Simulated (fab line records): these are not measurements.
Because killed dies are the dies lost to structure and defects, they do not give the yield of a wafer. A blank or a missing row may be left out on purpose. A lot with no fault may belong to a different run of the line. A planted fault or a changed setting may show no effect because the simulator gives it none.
2 desks looking at one fault | flow sky130 | only its own numbers are on each desk; what lay behind them is given at the end

AT THE METROLOGY DESK
What the gauges read for every lot (on any tool): the sampled wafers with a number, averaged. Any lot whose mean is over 4 standard deviations away from the usual mean is out of limits and marked OUT; that distance is given in the brackets.
Columns: A = VIA3_W_RS at SKY_VIA3_RS_MEAS_22, usual 0.293 ohm/sq; B = VIA3_W_THK at SKY_VIA3_THK_MEAS_23, usual 393 nm
lot  | first seen here | A     | B
L474 | day 40 18:52    | 0.293 | 389
L476 | day 40 21:01    | 0.302 | 377
L488 | day 44 12:11    | 0.289 | 398
L487 | day 44 14:05    | 0.296 | 384
L492 | day 45 12:35    | 0.283 | 404
L494 | day 45 17:09    | 0.285 | 401
Finding of this desk: none of the 6 lots has anything out of limits.

FOR THE TOOL OWNER'S DESK: pvdSputter-04
At SKY_METAL4_SPUTTER_01 (material TiN, target thk 20 nm, time 16.7 s) the tool's own readings: per lot run on this tool, the mean of the sampled wafers that have a number. Any lot whose mean is over 4 standard deviations away from the usual mean is out of limits and marked OUT; that distance is given in the brackets.
Columns: A = throttleValvePct at SKY_METAL4_SPUTTER_01, usual 29.6 %
lot  | first seen here | A
L488 | day 44 12:41    | 29.0
L487 | day 44 14:34    | 29.8
Finding of this desk: none of the 2 lots has anything out of limits.

ALL TOGETHER
From the metrology desk's view, nothing was out of limits.
Nothing out of limits was seen by the tool owner's desk.

WHAT WAS PUT IN BY THE SIMULATOR
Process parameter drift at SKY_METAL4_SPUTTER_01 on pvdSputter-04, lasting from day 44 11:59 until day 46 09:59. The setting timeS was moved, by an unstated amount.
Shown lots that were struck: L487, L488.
